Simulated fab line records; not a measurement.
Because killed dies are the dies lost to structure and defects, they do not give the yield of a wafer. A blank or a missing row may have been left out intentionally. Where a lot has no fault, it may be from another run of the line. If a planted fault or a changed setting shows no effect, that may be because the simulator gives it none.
Which tool did it? + flow gf180mcu + Sampling: 13 lots, 37 wafers, 6 of 602 route steps

WHAT EACH GAUGE READ, for each wafer
GF_V2_THK_MEAS_03.
| lot  | measured     | on            | V2_CVD_02_THK (nm) |
|------|--------------|---------------|--------------------|
| L289 | day 19 02:17 | film_metro-04 | 848 859 850        |
| L290 | day 19 13:18 | film_metro-01 | 840 851 859        |
| L292 | day 20 03:07 | film_metro-02 | 845 834 830        |
| L293 | day 20 20:35 | film_metro-02 | 863 857 865        |
| L294 | day 21 02:04 | film_metro-01 | 848 844 864        |
| L295 | day 21 14:08 | film_metro-02 | 839 859 853        |
| L297 | day 22 10:05 | film_metro-02 | 845 868 872        |
| L298 | day 22 20:13 | film_metro-04 | 824 849 855        |
| L299 | day 23 06:03 | film_metro-02 | 841 852 844        |
| L300 | day 23 12:10 | film_metro-02 | 835 849 858        |
| L301 | day 23 18:44 | film_metro-02 | 855 856 858        |
| L302 | day 23 23:55 | film_metro-02 | 857 865 864        |
| L310 | day 26 14:27 | film_metro-04 | 846                |

GF_V2_RS_MEAS_24: uses a four-point probe to measure.
| lot  | measured     | on            | V2_W_RS (ohm/sq)  |
|------|--------------|---------------|-------------------|
| L289 | day 20 04:04 | film_metro-01 | 0.333 0.327 0.327 |
| L290 | day 20 14:43 | film_metro-02 | 0.329 0.328 0.324 |
| L292 | day 21 04:22 | film_metro-02 | 0.332 0.329 0.330 |
| L293 | day 21 22:01 | film_metro-02 | 0.335 0.336 0.332 |
| L294 | day 22 03:21 | film_metro-04 | 0.329 0.322 0.324 |
| L295 | day 22 15:02 | film_metro-04 | 0.339 0.338 0.335 |
| L297 | day 23 11:18 | film_metro-01 | 0.329 0.338 0.331 |
| L298 | day 23 20:17 | film_metro-01 | 0.331 0.330 0.329 |
| L299 | day 24 05:35 | film_metro-02 | 0.326 0.322 0.324 |
| L300 | day 24 11:29 | film_metro-01 | 0.320 0.323 0.323 |
| L301 | day 24 18:10 | film_metro-02 | 0.328 0.333 0.329 |
| L302 | day 24 23:16 | film_metro-04 | 0.329 0.332 0.330 |
| L310 | day 27 11:49 | film_metro-01 | 0.333             |

GF_M3_RS_MEAS_05: uses a four-point probe to measure.
| lot  | measured     | on            | M3_ALCU_RS (ohm/sq)  |
|------|--------------|---------------|----------------------|
| L289 | day 20 04:46 | film_metro-03 | 0.0686 0.0691 0.0696 |
| L290 | day 20 15:25 | film_metro-02 | 0.0707 0.0694 0.0694 |
| L292 | day 21 05:04 | film_metro-02 | 0.0694 0.0692 0.0696 |
| L293 | day 21 22:43 | film_metro-02 | 0.0697 0.0706 0.0689 |
| L294 | day 22 04:03 | film_metro-01 | 0.0690 0.0691 0.0703 |
| L295 | day 22 15:44 | film_metro-03 | 0.0695 0.0693 0.0698 |
| L297 | day 23 12:01 | film_metro-03 | 0.0689 0.0688 0.0694 |
| L298 | day 23 20:59 | film_metro-03 | 0.0699 0.0683 0.0690 |
| L299 | day 24 06:17 | film_metro-03 | 0.0713 0.0712 0.0699 |
| L300 | day 24 12:11 | film_metro-02 | 0.0699 0.0694 0.0697 |
| L301 | day 24 18:52 | film_metro-01 | 0.0689 0.0685 0.0688 |
| L302 | day 24 23:58 | film_metro-03 | 0.0700 0.0700 0.0709 |
| L310 | day 27 12:31 | film_metro-03 | 0.0653               |

GF_M3_THK_MEAS_06: measures by xrf.
| lot  | measured     | on            | M3_ALCU_THK (nm) |
|------|--------------|---------------|------------------|
| L289 | day 20 04:53 | film_metro-03 | 459 459 456      |
| L290 | day 20 15:32 | film_metro-02 | 452 460 459      |
| L292 | day 21 05:11 | film_metro-02 | 461 460 458      |
| L293 | day 21 22:50 | film_metro-02 | 459 451 461      |
| L294 | day 22 04:10 | film_metro-01 | 462 459 451      |
| L295 | day 22 15:52 | film_metro-03 | 459 458 456      |
| L297 | day 23 12:07 | film_metro-03 | 461 463 456      |
| L298 | day 23 21:05 | film_metro-03 | 456 464 460      |
| L299 | day 24 06:24 | film_metro-03 | 445 447 454      |
| L300 | day 24 12:17 | film_metro-02 | 457 457 457      |
| L301 | day 24 18:59 | film_metro-01 | 460 463 461      |
| L302 | day 25 00:05 | film_metro-03 | 454 454 448      |
| L310 | day 27 12:38 | film_metro-03 | 487              |

WHICH TOOL RAN EACH LOT (tool, then ch and the chambers of the sampled wafers, then the start)
| lot  | GF_V2_CMP_04                  | GF_M3_SPUTTER_02             |
|------|-------------------------------|------------------------------|
| L289 | cmp-02 ch 0,2, day 19 02:21   | pvd_sputter-02, day 20 04:41 |
| L290 | cmp-02 ch 1,2,3, day 19 13:22 | pvd_sputter-01, day 20 15:19 |
| L292 | cmp-02 ch 0,1,3, day 20 03:11 | pvd_sputter-01, day 21 04:59 |
| L293 | cmp-01 ch 2,3, day 20 20:38   | pvd_sputter-03, day 21 22:38 |
| L294 | cmp-02 ch 0,3, day 21 02:07   | pvd_sputter-02, day 22 03:58 |
| L295 | cmp-02 ch 1,2, day 21 14:12   | pvd_sputter-01, day 22 15:39 |
| L297 | cmp-02 ch 0,1,2, day 22 10:10 | pvd_sputter-02, day 23 11:53 |
| L298 | cmp-02 ch 0,1, day 22 20:19   | pvd_sputter-03, day 23 20:52 |
| L299 | cmp-01 ch 0,3, day 23 06:06   | pvd_sputter-03, day 24 06:10 |
| L300 | cmp-01 ch 2,3, day 23 12:16   | pvd_sputter-03, day 24 12:04 |
| L301 | cmp-02 ch 0,1,2, day 23 18:48 | pvd_sputter-01, day 24 18:46 |
| L302 | cmp-01 ch 1,2, day 23 23:58   | pvd_sputter-01, day 24 23:52 |
| L310 | cmp-01 ch 1, day 26 14:33     | pvd_sputter-01, day 27 12:25 |
- GF_V2_CMP_04: polishes SiO2.
- GF_M3_SPUTTER_02: material AlCu, target thk 450 nm, time 23.9 s.

WHAT THE TOOLS THEMSELVES READ (means of the sampled wafers that have a number; where no wafer has one, the mark that the record gives instead)
GF_V2_CMP_04.
| lot  | tool   | head_pressure_psi (psi) | motor_current_A (A) | time_to_endpoint_s (s) |
|------|--------|-------------------------|---------------------|------------------------|
| L289 | cmp-02 | 4.000                   | 12.4                | 77                     |
| L290 | cmp-02 | 4.003                   | 13.2                | 78                     |
| L292 | cmp-02 | 3.996                   | 12.7                | 69                     |
| L293 | cmp-01 | 4.002                   | 13.4                | 86                     |
| L294 | cmp-02 | 4.004                   | 11.9                | 71                     |
| L295 | cmp-02 | 4.000                   | 14.1                | 73                     |
| L297 | cmp-02 | 4.003                   | 13.4                | 80                     |
| L298 | cmp-02 | 4.001                   | 12.4                | 72                     |
| L299 | cmp-01 | 4.000                   | 12.7                | 78                     |
| L300 | cmp-01 | 4.005                   | 13.8                | 80                     |
| L301 | cmp-02 | 4.003                   | 13.2                | 82                     |
| L302 | cmp-01 | 3.998                   | 13.9                | 86                     |
| L310 | cmp-01 | 4.014                   | 12.2                | 75                     |

GF_M3_SPUTTER_02.
| lot  | tool           | cathode_dc_power_W (W) | throttle_valve_pct (%) |
|------|----------------|------------------------|------------------------|
| L289 | pvd_sputter-02 | 10599                  | 31.3                   |
| L290 | pvd_sputter-01 | 10601                  | 29.7                   |
| L292 | pvd_sputter-01 | 10600                  | 29.9                   |
| L293 | pvd_sputter-03 | 10602                  | 29.3                   |
| L294 | pvd_sputter-02 | 10600                  | 31.2                   |
| L295 | pvd_sputter-01 | 10600                  | 30.0                   |
| L297 | pvd_sputter-02 | 10600                  | 30.4                   |
| L298 | pvd_sputter-03 | 10601                  | 28.6                   |
| L299 | pvd_sputter-03 | 10600                  | 29.2                   |
| L300 | pvd_sputter-03 | 10600                  | 28.9                   |
| L301 | pvd_sputter-01 | 10600                  | 29.8                   |
| L302 | pvd_sputter-01 | 10599                  | 29.9                   |
| L310 | pvd_sputter-01 | 11220                  | 29.5                   |

THE ANSWER, worked out from the rows above alone
Rule: usual is defined by the lots themselves. Put in order of their means at a reading, lots are off if they are a third of the lots or fewer, leave a main group of 4 or more, and stand apart from it by a gap of 3 or more times the standard deviation of the main group's means; of several such gaps the widest counts. A main group is skipped when, at the precision printed for the reading in the tables above, its means are all equal. A lot without any number at a reading at which 4 lots or more have one is off too. Where the step has rows for the other lots, those lots are counted as sound. After the gauges, taken in route order, come the tools' own readings; for these a lot's mean is taken, as printed above. The first step at which some lot is off is used, and at that step the reading that is off furthest; a lot without a number counts as furthest.
Off: L310, seen at GF_M3_RS_MEAS_05 (M3_ALCU_RS). Mean 0.0696 ohm/sq and standard deviation 0.00055 in the main group.
A tool fits if, at a process step before that reading, it ran every lot that is off, and no sound lot after the first of them. The gauges at GF_M3_RS_MEAS_05 aren't tried: what is off there is off at GF_V2_CMP_04 too, on other tools, and a gauge's error can't cause that. This does not decide it: 2 tools fit, namely cmp-01 at GF_V2_CMP_04 and pvd_sputter-01 at GF_M3_SPUTTER_02.

WHAT THE SIMULATOR HAD INSERTED
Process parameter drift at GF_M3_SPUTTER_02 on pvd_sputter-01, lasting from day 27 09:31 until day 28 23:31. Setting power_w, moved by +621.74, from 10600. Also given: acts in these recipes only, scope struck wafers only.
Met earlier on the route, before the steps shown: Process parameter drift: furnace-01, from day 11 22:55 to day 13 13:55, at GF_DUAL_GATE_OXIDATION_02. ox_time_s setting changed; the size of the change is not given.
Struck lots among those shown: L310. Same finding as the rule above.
